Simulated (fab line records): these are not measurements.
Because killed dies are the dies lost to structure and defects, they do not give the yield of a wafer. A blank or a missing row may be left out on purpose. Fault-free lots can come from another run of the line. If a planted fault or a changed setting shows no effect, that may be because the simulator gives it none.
Split-lot study || flow sky130 || 5 lots, 23 wafers read, on a route of 708 steps

## ABOUT THE SPLIT
At SKY_VT_ADJUST_HVTP_IMPLANT_09, the setting energy-kev was moved away from the recipe's 150 on 9 of the 23 wafers read, by -4.5% to -3.3%. The other wafers ran this setting at the recipe's value.

The reading is taken at the split's own step.

## THE READING
In nm, at SKY_VT_ADJUST_HVTP_IMPLANT_09: implant.drp-nm, which is the simulator's own figure and was read by no gauge. There is no usual value for it anywhere in the file.

{"wafer": "L074.1", "tool, chamber at the split": "implanter-03, 0", "energy-kev as run": 143.2, "against the recipe": "-4.5%", "implant.drp-nm, nm": 32.2, "against lot-mates on the recipe": -1.20}
{"wafer": "L074.3", "tool, chamber at the split": "implanter-03, 0", "energy-kev as run": 143.2, "against the recipe": "-4.5%", "implant.drp-nm, nm": 32.2, "against lot-mates on the recipe": -1.20}
{"wafer": "L074.4", "tool, chamber at the split": "implanter-03, 0", "energy-kev as run": 150, "against the recipe": "recipe", "implant.drp-nm, nm": 33.4, "against lot-mates on the recipe": "-"}
{"wafer": "L074.5", "tool, chamber at the split": "implanter-03, 0", "energy-kev as run": 150, "against the recipe": "recipe", "implant.drp-nm, nm": 33.4, "against lot-mates on the recipe": "-"}
{"wafer": "L074.6", "tool, chamber at the split": "implanter-03, 0", "energy-kev as run": 150, "against the recipe": "recipe", "implant.drp-nm, nm": 33.4, "against lot-mates on the recipe": "-"}
{"wafer": "L079.1", "tool, chamber at the split": "implanter-02, 0", "energy-kev as run": 143.3, "against the recipe": "-4.5%", "implant.drp-nm, nm": 32.22, "against lot-mates on the recipe": -1.18}
{"wafer": "L079.5", "tool, chamber at the split": "implanter-02, 0", "energy-kev as run": 143.3, "against the recipe": "-4.5%", "implant.drp-nm, nm": 32.22, "against lot-mates on the recipe": -1.18}
{"wafer": "L079.3", "tool, chamber at the split": "implanter-02, 0", "energy-kev as run": 150, "against the recipe": "recipe", "implant.drp-nm, nm": 33.4, "against lot-mates on the recipe": "-"}
{"wafer": "L079.4", "tool, chamber at the split": "implanter-02, 0", "energy-kev as run": 150, "against the recipe": "recipe", "implant.drp-nm, nm": 33.4, "against lot-mates on the recipe": "-"}
{"wafer": "L079.6", "tool, chamber at the split": "implanter-02, 0", "energy-kev as run": 150, "against the recipe": "recipe", "implant.drp-nm, nm": 33.4, "against lot-mates on the recipe": "-"}
{"wafer": "L081.2", "tool, chamber at the split": "implanter-02, 0", "energy-kev as run": 143.5, "against the recipe": "-4.3%", "implant.drp-nm, nm": 32.25, "against lot-mates on the recipe": -1.15}
{"wafer": "L081.6", "tool, chamber at the split": "implanter-02, 0", "energy-kev as run": 143.5, "against the recipe": "-4.3%", "implant.drp-nm, nm": 32.25, "against lot-mates on the recipe": -1.15}
{"wafer": "L081.3", "tool, chamber at the split": "implanter-02, 0", "energy-kev as run": 150, "against the recipe": "recipe", "implant.drp-nm, nm": 33.4, "against lot-mates on the recipe": "-"}
{"wafer": "L081.4", "tool, chamber at the split": "implanter-02, 0", "energy-kev as run": 150, "against the recipe": "recipe", "implant.drp-nm, nm": 33.4, "against lot-mates on the recipe": "-"}
{"wafer": "L081.5", "tool, chamber at the split": "implanter-02, 0", "energy-kev as run": 150, "against the recipe": "recipe", "implant.drp-nm, nm": 33.4, "against lot-mates on the recipe": "-"}
{"wafer": "L084.1", "tool, chamber at the split": "implanter-01, 0", "energy-kev as run": 145, "against the recipe": "-3.3%", "implant.drp-nm, nm": 32.51, "against lot-mates on the recipe": -0.89}
{"wafer": "L084.2", "tool, chamber at the split": "implanter-01, 0", "energy-kev as run": 145, "against the recipe": "-3.3%", "implant.drp-nm, nm": 32.51, "against lot-mates on the recipe": -0.89}
{"wafer": "L084.5", "tool, chamber at the split": "implanter-01, 0", "energy-kev as run": 145, "against the recipe": "-3.3%", "implant.drp-nm, nm": 32.51, "against lot-mates on the recipe": -0.89}
{"wafer": "L084.4", "tool, chamber at the split": "implanter-01, 0", "energy-kev as run": 150, "against the recipe": "recipe", "implant.drp-nm, nm": 33.4, "against lot-mates on the recipe": "-"}
{"wafer": "L084.6", "tool, chamber at the split": "implanter-01, 0", "energy-kev as run": 150, "against the recipe": "recipe", "implant.drp-nm, nm": 33.4, "against lot-mates on the recipe": "-"}
{"wafer": "L085.2", "tool, chamber at the split": "implanter-03, 0", "energy-kev as run": 150, "against the recipe": "recipe", "implant.drp-nm, nm": 33.4, "against lot-mates on the recipe": "-"}
{"wafer": "L085.3", "tool, chamber at the split": "implanter-03, 0", "energy-kev as run": 150, "against the recipe": "recipe", "implant.drp-nm, nm": 33.4, "against lot-mates on the recipe": "-"}
{"wafer": "L085.6", "tool, chamber at the split": "implanter-03, 0", "energy-kev as run": 150, "against the recipe": "recipe", "implant.drp-nm, nm": 33.4, "against lot-mates on the recipe": "-"}

THE FIT
A straight line over all 23 wafers: implant.drp-nm changes by +0.265 nm for each +1% of energy-kev; r = +1.00; the points scatter about the line by 0.0028 nm.
The same after taking each lot's own level away (the mean of its wafers on the recipe; 23 wafers): +0.265 nm for each +1%; r = +1.00; scatter 0.0028 nm.
That fit puts the effect of the largest move of energy-kev on the reading at 1.2 nm.
The lots' own levels span 33.400 to 33.400 nm.
So the lot-to-lot level changes the slope little: the two slopes agree.
Check: for one of the wafers moved furthest among these (-4.5%), held out of the fit, the line's prediction against its lot-mates is -1.2 nm. It came out at -1.2 nm against them.

## THE OTHER SPLITS THESE WAFERS WENT THROUGH
Note: prior to the reading, these wafers also went through further splits. Each is held against what the fit with the lots' levels taken away leaves over:
{"other split on the same wafers": "SKY_FIELD_ISO_OXIDATION_01 ox-time-s", "wafers away from the commonest value": 15, "r with implant.drp-nm (lot level and that fit taken away)": "+0.23"}
{"other split on the same wafers": "SKY_FIELD_ISO_CVD_03 pressure-mtorr", "wafers away from the commonest value": 15, "r with implant.drp-nm (lot level and that fit taken away)": "+0.17"}
{"other split on the same wafers": "SKY_FIELD_ISO_EXPOSE_10 dose-mj", "wafers away from the commonest value": 10, "r with implant.drp-nm (lot level and that fit taken away)": -0.33}
{"other split on the same wafers": "SKY_FIELD_ISO_ETCH_14 source-w", "wafers away from the commonest value": 6, "r with implant.drp-nm (lot level and that fit taken away)": -0.47}
{"other split on the same wafers": "SKY_PWDE_IMPLANT_08 energy-kev", "wafers away from the commonest value": 6, "r with implant.drp-nm (lot level and that fit taken away)": "+0.42"}
{"other split on the same wafers": "SKY_NWELL_COAT_18 resist-thk-nm", "wafers away from the commonest value": 4, "r with implant.drp-nm (lot level and that fit taken away)": "+0.07"}
{"other split on the same wafers": "SKY_NWELL_IMPLANT_24 dose-cm2", "wafers away from the commonest value": 7, "r with implant.drp-nm (lot level and that fit taken away)": "+0.13"}
{"other split on the same wafers": "SKY_VT_ADJUST_HVTP_COAT_02 resist-thk-nm", "wafers away from the commonest value": 9, "r with implant.drp-nm (lot level and that fit taken away)": "+0.20"}

## THE WHOLE CHAIN: every reading that the file lists as answering this split, in the file's order
{"step": "SKY_VT_ADJUST_HVTP_IMPLANT_09", "what it does": "", "reading": "implant.rp-nm (the simulator's own value, which no gauge read)", "change (the file's fit)": "+0.815 nm for each +1% of the setting", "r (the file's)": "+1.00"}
{"step": "SKY_VT_ADJUST_HVTP_IMPLANT_09", "what it does": "", "reading": "implant.drp-nm (the simulator's own value, which no gauge read)", "change (the file's fit)": "+0.265 nm for each +1% of the setting", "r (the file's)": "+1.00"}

## FILE'S OWN FIT
implant.drp-nm changes by +0.265 nm for each +1% of energy-kev, r = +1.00.
